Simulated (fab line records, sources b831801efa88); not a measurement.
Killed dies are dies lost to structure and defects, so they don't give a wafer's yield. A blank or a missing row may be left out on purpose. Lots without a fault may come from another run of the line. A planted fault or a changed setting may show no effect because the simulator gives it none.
A struck lot beside a sound one | flow gf180mcu | 17 steps out of a route of 602
Sound: wafers L505.1, L505.3, L505.6. Struck: wafers L515.1, L515.4, L515.6. The cause comes at the end.
At each step with rows: each side's tool, then ch and its chambers, then its first start. Under that, the readings that differ: sound wafers | struck wafers | difference of the means | sigmas: that difference in standard deviations of wafers without a fault.
alike: readings whose means differ by less than 2 such deviations, and words and numbers that are the same on both sides. not compared: withheld readings, readings that some wafer has no value for, bounds like >300 that may hide the same value, and numbers for which the record gives no deviation and whose values overlap.
The two part at a step that has a row with sigmas, a row that says differs or no value, or rows on one side only. Numbers that don't overlap but have no deviation are shown without sigmas and don't part them. A reading that every wafer of one side lacks parts them only if that side has two wafers or more.

first, 3 steps without rows for these wafers: GF_V5_EXPOSE_11 (exposes mask Via5, target cd 260 nm); GF_V5_PEB_12 (peb time 90 s); GF_V5_DEVELOP_13 (develop time 60 s).
GF_V5_CD_MEAS_14: target cd 260 nm.
  sound on cd_sem-01, day 28 13:44; struck on cd_sem-01, day 31 04:44
  alike: cd_nm
GF_V5_OVL_MEAS_15:
  sound on overlay-02, day 28 13:51; struck on overlay-01, day 31 04:52
  alike: V5_OVL
GF_V5_ETCH_16: etches BARC in N2/H2.
  sound on rie_diel-01 ch 0,1,2, day 28 13:53; struck on rie_diel-01 ch 0,2, day 31 04:53
  alike: bias_w, drypump_motor_current_A, oes_product_au, throttle_valve_pct
GF_V5_ETCH_17: etches SiO2 in C4F8/O2/Ar, stops on TiN, target depth 855 nm.
  sound on rie_diel-01 ch 0,1,2; struck on rie_diel-01 ch 0,2
  alike: bias_w, oes_product_au
GF_V5_STRIP_18: strips in O2/N2.
  sound on plasma_asher-04 ch 0,1, day 28 14:02; struck on plasma_asher-02 ch 0,1, day 31 05:03
  alike: drypump_motor_current_A, heater_power_w, oes_product_au
  not compared: rf_hours_counter_h
then, 3 steps without rows for these wafers: GF_V5_STRIP_19 (strips in post etch residue remover, time 1200 s); GF_V5_CLEAN_20 (cleans in DIW); GF_V5_SPUTTER_21 (material Ti, target thk 15 nm, time 80.02 s).
GF_V5_SPUTTER_22: material TiN, target thk 10 nm, time 40 s.
  sound on pvd_sputter-03, day 28 14:59; struck on pvd_sputter-03, day 31 05:39
  alike: throttle_valve_pct
GF_V5_CVD_23: deposits W, target thk 350 nm, time 104.9 s.
  sound on cvd_w-01 ch 0,1, day 28 15:01; struck on cvd_w-02 ch 1, day 31 05:41
  reading                          | sound           | struck            | difference | sigmas
  model.W_of_V5_CVD_23.thk_nm (nm) | 352.2 349 347.9 | 260.4 255.1 256.8 | -92.3      |
  alike: heater_power_outer_w, heater_power_w
GF_V5_RS_MEAS_24: measures by four-point-probe.
  sound on film_metro-02, day 28 15:08; struck on film_metro-03, day 31 05:48
  reading          | sound             | struck            | difference | sigmas
  V5_W_RS (ohm/sq) | 0.326 0.328 0.329 | 0.441 0.451 0.447 | +0.119     | +31
GF_V5_THK_MEAS_25: measures by xrf.
  sound on film_metro-02, day 28 15:15; struck on film_metro-03, day 31 05:55
  reading       | sound       | struck      | difference | sigmas
  V5_W_THK (nm) | 358 352 354 | 265 259 261 | -93        | -17
GF_V5_CMP_26: polishes, stops on SiO2, t overpolish 15 s, target thk 0 nm.
  sound on cmp-02 ch 0,2,3, day 28 15:25; struck on cmp-02 ch 1,2, day 31 06:02
  reading                | sound    | struck   | difference | sigmas
  time_to_endpoint_s (s) | 87 87 85 | 62 61 64 | -24        | -8
  alike: edge_zone_pressure_frac, motor_current_A
GF_TOP_METAL_SPUTTER_00: material Ti, target thk 37.5 nm, time 155.4 s.
  sound on pvd_sputter-02, day 28 15:37; struck on pvd_sputter-02, day 31 06:17
  alike: throttle_valve_pct

WHERE THEY PART
First at GF_V5_RS_MEAS_24; last, within this record, at GF_V5_CMP_26. Later steps at which nothing parts them and some readings are alike: GF_TOP_METAL_SPUTTER_00.

WHY: what the simulator had put in
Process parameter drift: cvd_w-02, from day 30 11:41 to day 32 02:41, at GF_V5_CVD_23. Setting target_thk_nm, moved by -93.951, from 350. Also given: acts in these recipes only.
